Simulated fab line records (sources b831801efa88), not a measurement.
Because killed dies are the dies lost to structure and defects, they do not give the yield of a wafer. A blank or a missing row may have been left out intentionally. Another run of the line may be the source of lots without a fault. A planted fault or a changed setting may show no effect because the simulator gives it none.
Which tool did it?	flow sky130	12 lots, 36 wafers sampled, at 5 steps of a route of 708

## WHAT THE GAUGES SHOWED, per wafer
SKY_GATE_OXIDE_THK_MEAS_02.
lot	measured	on	GATE_OXIDE_OXIDATION_00_THK (nm)
L710	day 13 08:41	film_metro-03	10.29 10.30 10.29
L711	day 13 16:40	film_metro-02	10.59 10.40 10.24
L712	day 13 22:38	film_metro-02	10.07 9.96 9.92
L713	day 14 08:03	film_metro-03	10.46 10.50 10.41
L714	day 14 15:16	film_metro-04	10.65 10.63 10.64
L716	day 15 11:40	film_metro-04	10.07 9.89 10.07
L717	day 15 20:35	film_metro-03	10.47 10.33 10.34
L724	day 18 10:03	film_metro-02	10.65 10.75 10.76
L727	day 19 17:44	film_metro-04	10.34 10.33 10.53
L728	day 20 00:22	film_metro-03	10.38 10.66 10.31
L729	day 20 06:36	film_metro-02	9.95 9.95 10.03
L731	day 20 18:51	film_metro-04	10.28 10.29 10.36

SKY_SD_P_OVL_MEAS_08.
lot	measured	on	SD_P_OVL (nm)
L710	day 27 00:40	overlay-01	1.5 0.9 -1.1
L711	day 27 01:47	overlay-02	-0.2 0.0 1.6
L712	day 27 01:07	overlay-02	0.0 2.2 0.2
L713	day 27 04:19	overlay-02	0.4 -0.1 -0.2
L714	day 27 12:18	overlay-02	-0.5 -2.1 1.0
L716	day 28 11:14	overlay-01	4.3 1.8 2.4
L717	day 28 15:52	overlay-02	-0.5 -0.6 -1.2
L724	day 31 02:22	overlay-02	1.4 0.1 2.0
L727	day 32 07:17	overlay-02	0.4 2.0 -0.1
L728	day 32 09:14	overlay-02	3.1 -0.4 -0.2
L729	day 32 15:42	overlay-01	3.6 0.5 3.0
L731	day 34 05:52	overlay-02	0.2 2.8 0.0

## WHICH TOOL RAN EACH LOT (tool, then ch and the chambers of the sampled wafers, then the start)
lot	SKY_LDD_P_COAT_02	SKY_LDD_P_STRIP_10	SKY_LDD_HVP_STRIP_09
L710	litho_track-04 ch 0, day 18 21:56	plasma_asher-03 ch 0,1, day 19 14:25	plasma_asher-04 ch 0,1, day 22 03:25
L711	litho_track-02 ch 0, day 19 14:35	plasma_asher-03 ch 0,1, day 20 05:57	plasma_asher-03 ch 0,1, day 22 20:34
L712	litho_track-01 ch 0, day 20 00:17	plasma_asher-01 ch 0,1, day 20 16:20	plasma_asher-04 ch 0, day 23 05:53
L713	litho_track-02 ch 0, day 20 05:20	plasma_asher-01 ch 0,1, day 20 21:06	plasma_asher-03 ch 0,1, day 23 10:56
L714	litho_track-02 ch 0, day 20 13:04	plasma_asher-01 ch 0,1, day 21 04:28	plasma_asher-02 ch 0,1, day 23 18:01
L716	litho_track-02 ch 0, day 21 13:44	plasma_asher-02 ch 1, day 22 06:00	plasma_asher-04 ch 0, day 24 17:40
L717	litho_track-02 ch 0, day 21 20:17	plasma_asher-01 ch 0,1, day 22 11:52	plasma_asher-04 ch 0,1, day 24 21:55
L724	litho_track-01 ch 0, day 24 10:29	plasma_asher-03 ch 0,1, day 25 00:11	plasma_asher-04 ch 0,1, day 27 11:35
L727	litho_track-01 ch 0, day 25 17:30	plasma_asher-02 ch 1, day 26 07:32	plasma_asher-02 ch 0,1, day 28 17:01
L728	litho_track-01 ch 0, day 25 23:33	plasma_asher-03 ch 0,1, day 26 13:02	plasma_asher-04 ch 0,1, day 28 21:43
L729	litho_track-02 ch 0, day 26 05:10	plasma_asher-03 ch 0,1, day 26 19:35	plasma_asher-04 ch 0,1, day 29 03:46
L731	litho_track-02 ch 0, day 27 18:28	plasma_asher-02 ch 0,1, day 28 09:57	plasma_asher-02 ch 0,1, day 30 17:59
- SKY_LDD_P_COAT_02: resist thk 1140 nm.
- SKY_LDD_P_STRIP_10: strips in O2/N2.
- SKY_LDD_HVP_STRIP_09: strips in O2/N2.

## WHAT THE TOOLS THEMSELVES READ (means of the sampled wafers that have a number; where no wafer has one, the mark that the record gives instead)
SKY_LDD_P_STRIP_10.
lot	tool	drypump_motor_current_A (A)	oes_product_au (a.u.)	strip_time_to_endpoint_s (s)
L710	plasma_asher-03	5.8	0.714	14.18
L711	plasma_asher-03	5.9	0.719	14.17
L712	plasma_asher-01	5.8	0.718	14.26
L713	plasma_asher-01	5.8	0.711	14.21
L714	plasma_asher-01	5.8	0.716	14.21
L716	plasma_asher-02	6.1	0.714	13.67
L717	plasma_asher-01	5.8	0.713	13.65
L724	plasma_asher-03	5.8	0.718	14.20
L727	plasma_asher-02	6.1	0.713	14.20
L728	plasma_asher-03	6.1	0.715	14.18
L729	plasma_asher-03	5.8	0.716	14.17
L731	plasma_asher-02	6.0	0.716	14.18

SKY_LDD_HVP_STRIP_09.
lot	tool	drypump_motor_current_A (A)	oes_product_au (a.u.)	strip_time_to_endpoint_s (s)
L710	plasma_asher-04	5.5	0.407	4.110
L711	plasma_asher-03	5.8	0.407	4.156
L712	plasma_asher-04	5.8	0.409	4.127
L713	plasma_asher-03	5.8	0.412	4.126
L714	plasma_asher-02	6.0	0.413	4.118
L716	plasma_asher-04	5.9	0.409	4.123
L717	plasma_asher-04	5.5	0.411	4.136
L724	plasma_asher-04	5.5	0.411	4.145
L727	plasma_asher-02	5.8	0.409	4.118
L728	plasma_asher-04	5.2	0.413	4.119
L729	plasma_asher-04	5.2	0.410	4.157
L731	plasma_asher-02	6.0	0.407	4.137

## THE ANSWER, worked out from the rows above alone
Rule: what is usual is taken from the lots themselves. The widest of any qualifying gaps counts: lots, ordered by their means at a reading, are off when they make up no more than a third of the lots, leave a main group of 4 or more, and stand apart from it by 3 or more times the standard deviation of that group's means. A main group whose means are all the same, to the digits that the tables above print for the reading, isn't used. A lot without any number at a reading at which 4 lots or more have one is off too. All remaining lots with rows at the step are treated as sound. Order of review: gauges by route order, followed by the tools' own readings, for which a lot's mean as printed above is used. The first step at which some lot is off is used, and at that step the reading that is off furthest; a lot without a number counts as furthest.
Off: L716, L717 (SKY_LDD_P_STRIP_10, strip_time_to_endpoint_s). Mean 14.20 s and standard deviation 0.026 in the main group.
A tool fits if, at that step or a process step before it, it ran every lot that is off, and no sound lot after the first of them. Of those tried, none fits.

## WHAT THE SIMULATOR HAD PUT IN
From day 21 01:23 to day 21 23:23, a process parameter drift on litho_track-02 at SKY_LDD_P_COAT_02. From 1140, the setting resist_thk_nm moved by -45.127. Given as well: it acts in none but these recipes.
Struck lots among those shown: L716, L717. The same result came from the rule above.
